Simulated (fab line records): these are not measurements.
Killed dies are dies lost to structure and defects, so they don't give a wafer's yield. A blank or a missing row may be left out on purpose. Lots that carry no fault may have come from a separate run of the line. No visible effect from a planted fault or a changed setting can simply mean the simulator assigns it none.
Struck lot and sound lot, side by side :: flow sfq line :: 43 out of 325 route steps
Sound: these wafers, L670.1, L670.2, L670.6. Struck: wafer L681.2 (left out: L681.3, L681.4 of the same lot, which were not struck); the cause appears at the end.
Each step with rows lists, per side, the tool, then ch with its chambers, then its first start. Under that, the readings that differ: sound wafers :: struck wafers :: difference of the means :: sigmas: that difference in standard deviations of wafers without a fault.
alike: same words and numbers on both sides, and readings whose means sit less than 2 such deviations apart. not compared: any withheld reading, any reading some wafer has no value for, any bound like >300 that may hide the same value, and any number with overlapping values for which the record gives no deviation.
The two part at a step that has a row with sigmas, a row that says differs or no value, or rows on one side only. Numbers that don't overlap but have no deviation are shown without sigmas and don't part them. Lack of a reading on every wafer of one side parts them only where that side has two or more wafers.

first, 6 steps without rows for these wafers: SFQ_TRILAYER_M4_LITHO_COAT_098 (resist thk 62 nm); SFQ_TRILAYER_M4_LITHO_COAT_093 (resist thk 600 nm); SFQ_TRILAYER_M4_LITHO_SOFTBAKE_097; SFQ_TRILAYER_M4_LITHO_EXPOSE_094 (exposes mask M4, target cd 500 nm); SFQ_TRILAYER_M4_LITHO_PEB_096 (peb time 60 s); SFQ_TRILAYER_M4_LITHO_DEVELOP_095 (time 60 s).
SFQ_M4_OVL_MEAS_926:
  sound: overlay-01 at day 57 06:54; struck: overlay-02 at day 63 00:42
  alike: M4_OVL
then, 1 step without rows for these wafers: SFQ_TRILAYER_M4_BARC_OPEN_METAL_ETCH_123 (etches BARC in O2, target depth 125 nm, time 41.7 s).
SFQ_TRILAYER_M4_ETCH_METAL_ETCH_096: etches Nb in Cl2/Ar, stops on SiO2, target depth 240 nm, time 120 s.
  sound on rie metal-01 ch 0,1, day 57 06:59; struck on rie metal-04 ch 1, day 63 00:47
reading: drypump motor current A (A)
sound: 5.6 5.4 5.4
struck: 6.7
difference: +1.2
sigmas: +3
  alike: oes product au
  not compared: rf hours counter h
SFQ_TRILAYER_M4_STRIP_STRIP_097: strips in O2.
  sound on rie metal-01 ch 0,1, day 57 07:07; struck on rie metal-04 ch 1, day 63 00:55
reading: drypump motor current A (A)
sound: 5.6 5.4 5.4
struck: 6.6
difference: +1.1
sigmas: +3
  alike: oes product au
  not compared: rf hours counter h
then, 2 steps without rows for these wafers: SFQ_TRILAYER_M4_STRIP_SOLV_CLEAN_098 (cleans in NMP, time 600 s); SFQ_TRILAYER_I4_DEP_PECVD_099 (deposits SiO2 from SiH4/N2O, time 111.11 s, target thk 500 nm).
SFQ_TRILAYER_I4_CMP_CMP_100: polishes SiO2.
  sound on cmp-01 ch 0,1, day 57 19:11; struck on cmp-02 ch 3, day 63 01:47
reading: motor current A (A)
sound: 8.4 9.0 8.8
struck: 11.3
difference: +2.6
sigmas: +3

reading: time to endpoint s (s)
sound: 209 219 216
struck: 245
difference: +30
sigmas: +4

reading: model.SiO2_of_TRILAYER_I4_DEP_PECVD_099.thk nm (nm)
sound: 199.8 200.4 198
struck: 149.7
difference: -49.7
sigmas: 
SFQ_I4_BOW_MEAS_927:
  sound: film metro-02 at day 57 21:41; struck: film metro-01 at day 63 04:48
  alike: I4_BOW
SFQ_TRILAYER_I4_METRO_MEASURE_101:
  sound: film metro-02 at day 57 21:48; struck: film metro-01 at day 63 05:06
reading: thk nm (nm)
sound: 199.8 200.4 198.0
struck: 149.7
difference: -49.7
sigmas: -58
then, 6 steps without rows for these wafers: SFQ_TRILAYER_I4_VIA_LITHO_COAT_108 (resist thk 62 nm); SFQ_TRILAYER_I4_VIA_LITHO_COAT_103 (resist thk 650 nm); SFQ_TRILAYER_I4_VIA_LITHO_SOFTBAKE_107; SFQ_TRILAYER_I4_VIA_LITHO_EXPOSE_104 (exposes mask I4, target cd 700 nm); SFQ_TRILAYER_I4_VIA_LITHO_PEB_106 (peb time 60 s); SFQ_TRILAYER_I4_VIA_LITHO_DEVELOP_105 (time 60 s).
-- the record jumps here: 5 days lie between the struck wafers' starts before and after --
SFQ_I4_OVL_MEAS_928:
  sound: overlay-01 at day 63 00:30; struck: overlay-01 at day 67 19:13
  alike: I4_OVL
SFQ_TRILAYER_I4_VIA_BARC_OPEN_VIA_ETCH_146: etches BARC in O2, target depth 125 nm, time 41.7 s.
  sound on rie diel-04 ch 2,3, day 63 00:32; struck on rie diel-04 ch 3, day 67 19:15
  alike: drypump motor current A, oes product au
  not compared: rf hours counter h
SFQ_TRILAYER_I4_VIA_ETCH_VIA_ETCH_106: etches SiO2 in CHF3, stops on Nb, target depth 260 nm.
  sound on rie diel-04 ch 2,3, day 63 00:34; struck on rie diel-04 ch 3, day 67 19:17
reading: oes product au (a.u.)
sound: 0.848 0.858 0.845
struck: 0.732
difference: -0.118
sigmas: -22

reading: model.I4.feature depth nm (nm)
sound: 199.8 200.4 198
struck: 149.7
difference: -49.7
sigmas: 

reading: model.etch.depth nm (nm)
sound: 199.8 200.4 198
struck: 149.7
difference: -49.7
sigmas: 
  alike: drypump motor current A
then, 4 steps without rows for these wafers: SFQ_TRILAYER_I4_VIA_STRIP_STRIP_107 (strips in O2); SFQ_TRILAYER_I4_VIA_STRIP_SOLV_CLEAN_108 (cleans in NMP, time 600 s); SFQ_TRILAYER_JJ_TRILAYER_DEP_PRE_CLEAN_113 (time 22.5 s); SFQ_TRILAYER_JJ_TRILAYER_DEP_SPUTTER_109 (material Nb, target thk 150 nm, time 100 s).
SFQ_TRILAYER_JJ_TRILAYER_DEP_SPUTTER_110: material Al, target thk 8 nm, time 10 s.
  sound: pvd sputter-05 at day 63 01:34; struck: pvd sputter-05 at day 67 20:17
  alike: base pressure pa, throttle valve pct
then, 2 steps without rows for these wafers: SFQ_TRILAYER_JJ_TRILAYER_DEP_AL_OXIDATION_111 (oxidation time 600 s); SFQ_TRILAYER_JJ_TRILAYER_DEP_SPUTTER_112 (material Nb, target thk 170 nm, time 113.3 s).
SFQ_JJ_RS_MEAS_929: a four-point-probe measurement.
  sound: film metro-01 at day 63 02:40; struck: film metro-01 at day 67 21:24
  alike: JJ_NB_RS
then, 6 steps without rows for these wafers: SFQ_TRILAYER_JJ_CE_LITHO_COAT_119 (resist thk 62 nm); SFQ_TRILAYER_JJ_CE_LITHO_COAT_114 (resist thk 600 nm); SFQ_TRILAYER_JJ_CE_LITHO_SOFTBAKE_118; SFQ_TRILAYER_JJ_CE_LITHO_EXPOSE_115 (exposes mask J5, target cd 700 nm); SFQ_TRILAYER_JJ_CE_LITHO_PEB_117 (peb time 60 s); SFQ_TRILAYER_JJ_CE_LITHO_DEVELOP_116 (time 60 s).
SFQ_JJ_OVL_MEAS_931:
  sound: overlay-02 at day 63 05:05; struck: overlay-01 at day 68 00:28
  alike: J5_OVL
following that, these wafers have no rows for 1 step: SFQ_TRILAYER_JJ_CE_METRO_MEASURE_117.
SFQ_TRILAYER_JJ_CE_BARC_OPEN_RIE_150: chemistry O2, target BARC, target depth 240 nm, time 80 s.
  sound on rie metal-04 ch 0,1, day 63 06:20; struck on rie metal-04 ch 1, day 68 01:42
  alike: drypump motor current A, oes product au
  not compared: rf hours counter h
-- the record jumps here: 2 days lie between the struck wafers' starts before and after --
SFQ_TRILAYER_M5_ETCH_METAL_ETCH_126: etches Nb in Cl2/BCl3, stops on SiO2, time 203.2 s, target depth 265 nm.
  sound on rie metal-01 ch 0,1, day 67 20:31; struck on rie metal-03 ch 1, day 70 13:19
reading: oes product au (a.u.)
sound: 0.725 0.728 0.731
struck: 0.711
difference: -0.017
sigmas: -3

reading: model.SiO2_of_TRILAYER_I4_DEP_PECVD_099.thk nm (nm)
sound: 180.1 180.6 178.3
struck: 129.9
difference: -49.8
sigmas: 
  alike: drypump motor current A
  not compared: rf hours counter h
-- the record jumps here: 21 days lie between the struck wafers' starts before and after --
SFQ_M8_BOW_MEAS_951:
  sound: film metro-04 at day 89 21:24; struck: film metro-02 at day 91 20:58
  alike: M8_BOW
  not compared: model.etest.i4.link ohm

WHERE THEY PART
At SFQ_TRILAYER_M4_ETCH_METAL_ETCH_096 first; at SFQ_TRILAYER_M5_ETCH_METAL_ETCH_126 last (within this record only). Later steps at which nothing parts them and some readings are alike: SFQ_M8_BOW_MEAS_951.

WHY: what had been put in by the simulator
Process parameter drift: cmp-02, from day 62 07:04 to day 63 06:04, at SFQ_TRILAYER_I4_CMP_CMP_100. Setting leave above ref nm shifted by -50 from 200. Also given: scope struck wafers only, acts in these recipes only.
